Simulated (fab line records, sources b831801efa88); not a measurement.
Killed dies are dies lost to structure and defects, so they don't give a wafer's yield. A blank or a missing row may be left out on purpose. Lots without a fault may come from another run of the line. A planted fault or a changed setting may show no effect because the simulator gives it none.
Chamber matching | flow gf180mcu | GF_V3_CMP_04 on cmp-01: 4 sister chambers
The step polishes SiO2. 7 wafers are shown with their chamber, then 7 later ones without.

WAFERS WITH THEIR CHAMBER
wafer  | chamber | motor_current_A (A) | edge_zone_pressure_frac
L325.4 | 1       | 14.3                | 1.011
L330.2 | 3       | 11.5                | 0.993
L331.1 | 3       | 12.0                | 0.997
L331.3 | 0       | 13.3                | 0.993
L331.4 | 2       | 11.2                | 0.999
L334.2 | 2       | 10.9                | 1.000
L334.3 | 0       | 13.1                | 0.990

WAFERS WITHOUT THEIR CHAMBER
wafer  | motor_current_A (A) | edge_zone_pressure_frac
L334.5 | 12.2                | 0.993
L336.1 | 11.9                | 0.995
L336.5 | 12.6                | 0.997
L336.6 | 11.5                | 1.006
L337.1 | 13.1                | 0.992
L337.4 | 11.6                | 0.996
L337.5 | 11.4                | 0.995

WHICH CHAMBER EACH WENT THROUGH
wafer  | from the rows above     | in truth
L334.5 | 3                       | 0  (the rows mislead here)
L336.1 | 3                       | 3
L336.5 | can't be placed: 3 or 0 | 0
L336.6 | can't be placed: 2 or 3 | 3
L337.1 | 0                       | 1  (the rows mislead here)
L337.4 | can't be placed: 3 or 2 | 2
L337.5 | can't be placed: 3 or 2 | 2
Placed correctly: 1 of 7. Can't be placed from these rows: 4 (the true chamber is among the candidates in 4). Placed wrongly: 2.
How it was worked out, from the rows above alone: a wafer's distance from a chamber is the root of the sum, over the readings, of the square of ((its reading less the chamber's mean) divided by the reading's scatter). The wafer belongs to the nearest chamber; if the next one is less than 2 further off, it can't be placed. A chamber's mean is the mean of its shown wafers. The scatter: the root of (the sum of the squares of (reading less its chamber's mean) over the shown wafers, divided by (wafers less chambers)).
